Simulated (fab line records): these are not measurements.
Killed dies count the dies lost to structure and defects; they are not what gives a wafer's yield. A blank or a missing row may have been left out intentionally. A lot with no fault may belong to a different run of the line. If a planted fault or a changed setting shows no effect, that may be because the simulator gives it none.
Commonality check across tools -- flow sky130 -- 36 wafers sampled across 12 lots

## WHAT PROMPTED THE OPENING
Of 12 lots, 3 have the reading SONOS_ONO_CVD_04_THK flagged at SKY_SONOS_ONO_THK_MEAS_05. No-fault wafers: 5.70 nm, standard deviation 0.11.
Rule: a lot is flagged in two cases, either no wafer of it has a number, or all its wafers with numbers fall more than 4 standard deviations from that mean. The rest of the lots are taken to be sound.

lot,measured,on,"SONOS_ONO_CVD_04_THK (nm), wafer by wafer",flag
L878,day 11 12:43,film_metro-04,5.60 5.69 5.66,
L881,day 12 21:14,film_metro-03,5.73 5.58 5.74,
L883,day 13 08:31,film_metro-04,8.39 8.40 8.42,FLAGGED
L884,day 13 13:16,film_metro-04,8.61 8.62 8.62,FLAGGED
L885,day 13 23:56,film_metro-02,8.64 8.45 8.52,FLAGGED
L892,day 16 09:42,film_metro-04,5.57 5.58 5.50,
L894,day 17 09:15,film_metro-02,5.86 5.78 5.77,
L895,day 17 09:16,film_metro-03,5.77 5.94 5.92,
L897,day 17 23:48,film_metro-04,5.78 5.65 5.79,
L899,day 18 04:56,film_metro-04,5.66 5.56 5.63,
L900,day 18 15:11,film_metro-03,5.80 5.73 5.76,
L901,day 19 07:21,film_metro-02,5.68 5.72 5.76,
The numbers of the flagged lots are 8.52 nm on average: +2.82 nm against the usual, or +26 standard deviations.

## WHICH TOOL EACH LOT WENT THROUGH
The record keeps 1 process step preceding the reading, out of 708 steps on the route. Cell contents, in order: the tool; ch with the chambers the sampled wafers went through; the start.
lot,flag,SKY_SONOS_ONO_CVD_04
L878,,"lpcvd-03 ch 0, day 11 11:27"
L881,,"lpcvd-03 ch 0, day 12 19:59"
L883,FLAGGED,"lpcvd-03 ch 1, day 13 07:16"
L884,FLAGGED,"lpcvd-03 ch 0, day 13 12:00"
L885,FLAGGED,"lpcvd-03 ch 0, day 13 22:41"
L892,,"lpcvd-03 ch 0, day 16 08:26"
L894,,"lpcvd-03 ch 0, day 17 08:00"
L895,,"lpcvd-03 ch 0, day 17 08:00"
L897,,"lpcvd-03 ch 1, day 17 22:33"
L899,,"lpcvd-03 ch 0, day 18 03:40"
L900,,"lpcvd-03 ch 1, day 18 13:55"
L901,,"lpcvd-03 ch 0, day 19 06:05"
What these steps do:
- SKY_SONOS_ONO_CVD_04: deposits SiO2 from SiH4/N2O, target thk 5.7199 nm.
- SKY_SONOS_ONO_THK_MEAS_05

## FLAGGED OVER TOTAL, TOOL BY TOOL (the gauges that took the reading come last)
step,tool,lots run,flagged,share of the flagged lots,sound lots run after its first flagged lot
SKY_SONOS_ONO_CVD_04,lpcvd-03,12,3,all,"7 (L892,L894,L895,L897,L899,L900,L901)"
SKY_SONOS_ONO_THK_MEAS_05,film_metro-02,3,1,some,"2 (L894,L901)"
SKY_SONOS_ONO_THK_MEAS_05,film_metro-03,3,0,none,-
SKY_SONOS_ONO_THK_MEAS_05,film_metro-04,6,2,some,"3 (L892,L897,L899)"

## THE TABLE: WHAT IT ALLOWS
All flagged lots share 1 row of the table, namely lpcvd-03 at SKY_SONOS_ONO_CVD_04.
- lpcvd-03 at SKY_SONOS_ONO_CVD_04 ran 12 lots, 3 of them flagged. Sound lots followed the first flagged one (L892, L894, L895, L897, L899, L900, L901) on it, something a lasting fault affecting the whole tool could not allow. Its own readings lie more than 4 standard deviations out on every wafer of the flagged lots: spike_tc_bottom_C, spike_tc_centre_C, spike_tc_lower_C, spike_tc_top_C, spike_tc_upper_C, susceptor_temp_C, zone_power_lower_pct.
None of the table's rows ran every flagged lot and, after the first, no sound lot.

## WHAT THE SIMULATOR HAD PUT IN
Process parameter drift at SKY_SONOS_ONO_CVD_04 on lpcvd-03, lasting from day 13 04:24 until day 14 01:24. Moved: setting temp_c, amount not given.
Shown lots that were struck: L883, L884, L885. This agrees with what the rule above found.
